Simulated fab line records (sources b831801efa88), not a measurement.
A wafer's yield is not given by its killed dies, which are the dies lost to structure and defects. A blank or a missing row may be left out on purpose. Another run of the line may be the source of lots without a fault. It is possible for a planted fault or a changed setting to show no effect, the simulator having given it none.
Which tool is to blame? ; flow gf180mcu ; 39 wafers from 13 lots sampled at 5 of the route's 602 steps

WHAT THE GAUGES READ, wafer by wafer
GF_V5_THK_MEAS_01.
lot;measured;on;V5_CVD_00_THK (nm)
L124;day 26 05:16;film_metro-04;302 301 297
L125;day 26 11:05;film_metro-04;298 299 298
L128;day 27 18:58;film_metro-01;303 302 308
L129;day 28 00:30;film_metro-04;302 303 302
L131;day 29 04:29;film_metro-04;308 310 309
L133;day 29 08:05;film_metro-01;240 238 242
L134;day 29 14:00;film_metro-01;240 239 240
L135;day 29 17:31;film_metro-01;241 246 246
L136;day 30 03:32;film_metro-04;300 302 305
L137;day 30 08:26;film_metro-02;243 245 247
L143;day 32 00:55;film_metro-04;300 302 305
L145;day 32 13:37;film_metro-01;303 306 303
L147;day 33 01:29;film_metro-04;305 302 297

GF_V5_OVL_MEAS_15.
lot;measured;on;V5_OVL (nm)
L124;day 27 01:34;overlay-02;3 5 4
L125;day 27 07:43;overlay-01;0 -2 6
L128;day 28 15:27;overlay-01;-13 -8 -11
L129;day 28 20:48;overlay-01;-1 1 -2
L131;day 29 23:29;overlay-01;-2 6 -1
L133;day 30 04:01;overlay-01;3 1 -1
L134;day 30 10:36;overlay-02;-4 -4 -5
L135;day 30 12:45;overlay-02;-3 -6 0
L136;day 30 22:13;overlay-02;-3 -16 -10
L137;day 31 02:25;overlay-02;3 2 1
L143;day 32 18:01;overlay-02;4 3 3
L145;day 33 06:13;overlay-01;-5 -3 -3
L147;day 33 17:38;overlay-01;3 1 -7

TOOL THAT RAN EACH LOT (tool first, then ch and the chambers of the sampled wafers, then the start)
lot;GF_MIM_SPUTTER_02;GF_M5_ETCH_09;GF_V5_CVD_00
L124;pvd_sputter-04, day 24 09:00;rie_diel-01 ch 0,1,3, day 26 04:29;hdpcvd-01 ch 0,1, day 26 05:13
L125;pvd_sputter-01, day 24 15:36;rie_diel-04 ch 0,3, day 26 10:20;hdpcvd-02 ch 1,2, day 26 11:02
L128;pvd_sputter-02, day 26 00:44;rie_diel-02 ch 1,2, day 27 18:11;hdpcvd-01 ch 0,2, day 27 18:55
L129;pvd_sputter-01, day 26 06:56;rie_diel-04 ch 0,2, day 27 23:44;hdpcvd-01 ch 1,2, day 28 00:28
L131;pvd_sputter-02, day 27 12:41;rie_diel-04 ch 0,2, day 29 03:44;hdpcvd-02 ch 0,1,2, day 29 04:26
L133;pvd_sputter-01, day 27 15:33;rie_diel-01 ch 1,3, day 29 07:19;hdpcvd-02 ch 1,2, day 29 08:02
L134;pvd_sputter-02, day 27 23:10;rie_diel-02 ch 0,1,3, day 29 13:14;hdpcvd-02 ch 0,1, day 29 13:58
L135;pvd_sputter-04, day 28 02:29;rie_diel-02 ch 0,1, day 29 16:38;hdpcvd-02 ch 0,2, day 29 17:28
L136;pvd_sputter-01, day 28 12:08;rie_diel-01 ch 0,1,3, day 30 02:47;hdpcvd-01 ch 1,2, day 30 03:29
L137;pvd_sputter-02, day 28 16:37;rie_diel-04 ch 0,3, day 30 07:38;hdpcvd-02 ch 0,1, day 30 08:22
L143;pvd_sputter-01, day 30 11:58;rie_diel-02 ch 1,2,3, day 32 00:08;hdpcvd-01 ch 0,1, day 32 00:51
L145;pvd_sputter-04, day 31 01:16;rie_diel-04 ch 0,3, day 32 12:50;hdpcvd-01 ch 0,2, day 32 13:33
L147;pvd_sputter-04, day 31 14:58;rie_diel-02 ch 0,2,3, day 33 00:43;hdpcvd-01 ch 0,1, day 33 01:26
- GF_MIM_SPUTTER_02: material AlCu, target thk 450 nm, time 23.9 s.
- GF_M5_ETCH_09: etches Si3N4 in CF4/O2, target depth 52 nm, time 11.6 s.
- GF_V5_CVD_00: deposits SiO2, target thk 300 nm, time 50 s.

WHAT THE TOOLS THEMSELVES READ (means of the sampled wafers that have a number; where no wafer has one, the mark that the record gives instead)
GF_MIM_SPUTTER_02.
lot;tool;throttle_valve_pct (%)
L124;pvd_sputter-04;30.2
L125;pvd_sputter-01;30.0
L128;pvd_sputter-02;29.7
L129;pvd_sputter-01;29.9
L131;pvd_sputter-02;29.7
L133;pvd_sputter-01;30.0
L134;pvd_sputter-02;30.0
L135;pvd_sputter-04;29.3
L136;pvd_sputter-01;29.6
L137;pvd_sputter-02;29.3
L143;pvd_sputter-01;29.7
L145;pvd_sputter-04;30.2
L147;pvd_sputter-04;30.0

GF_M5_ETCH_09.
lot;tool;drypump_motor_current_A (A);oes_product_au (a.u.);throttle_valve_pct (%)
L124;rie_diel-01;5.7;0.994;5.964
L125;rie_diel-04;5.9;1.012;5.981
L128;rie_diel-02;5.8;0.991;5.957
L129;rie_diel-04;5.8;0.993;5.978
L131;rie_diel-04;5.8;0.997;5.968
L133;rie_diel-01;5.2;0.987;5.962
L134;rie_diel-02;6.1;0.996;5.970
L135;rie_diel-02;6.1;0.989;5.966
L136;rie_diel-01;5.7;0.994;5.966
L137;rie_diel-04;5.9;1.012;5.982
L143;rie_diel-02;5.8;1.008;5.980
L145;rie_diel-04;5.9;1.002;5.965
L147;rie_diel-02;5.9;1.007;5.979

GF_V5_CVD_00.
lot;tool;sih4_flow_sccm (sccm)
L124;hdpcvd-01;60.02
L125;hdpcvd-02;59.85
L128;hdpcvd-01;60.07
L129;hdpcvd-01;60.10
L131;hdpcvd-02;60.23
L133;hdpcvd-02;48.04
L134;hdpcvd-02;47.91
L135;hdpcvd-02;48.17
L136;hdpcvd-01;60.06
L137;hdpcvd-02;47.84
L143;hdpcvd-01;60.16
L145;hdpcvd-01;60.09
L147;hdpcvd-01;60.09

THE ANSWER, worked out from the rows above alone
Rule: the lots themselves supply what counts as usual. The widest of any qualifying gaps counts: lots, ordered by their means at a reading, are off when they make up no more than a third of the lots, leave a main group of 4 or more, and stand apart from it by 3 or more times the standard deviation of that group's means. Not used: any main group whose means are identical at the precision the tables above print for the reading. A lot without any number at a reading at which 4 lots or more have one is off too. The other lots that the step has rows for count as sound. The gauges are gone through in route order, then the tools' own readings, and for those a lot's mean is taken as printed above. At the first step where some lot is off, the reading lying furthest off is the one used; lots without a number count as furthest.
Off: at GF_V5_THK_MEAS_01 (V5_CVD_00_THK), L133, L134, L135, L137. The main group: mean 303 nm, standard deviation 2.8.
A tool fits if, at a process step before that reading, it ran every lot that is off, and no sound lot after the first of them. The gauges at GF_V5_THK_MEAS_01 aren't tried: what is off there is off at GF_V5_CVD_00 too, on other tools, and a gauge's error can't cause that. One fits: GF_V5_CVD_00 on hdpcvd-02. A fault onset in the window from L131 (day 29 04:26, its last sound lot) to L133 (day 29 08:02, its first lot off) fits.
The tool's own readings at GF_V5_CVD_00 bear it out: on the lots that are off they differ by more than 5 times the standard deviation of the sound lots' means. sih4_flow_sccm reads 47.99 sccm there against 60.07 sccm on the sound lots.

WHAT THE SIMULATOR HAD INSERTED
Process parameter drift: hdpcvd-02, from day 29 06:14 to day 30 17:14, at GF_V5_CVD_00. Setting sih4_flow_sccm shifted by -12 from 60. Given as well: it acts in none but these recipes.
Struck lots among those shown: L133, L134, L135, L137. This agrees with what the rule above found.
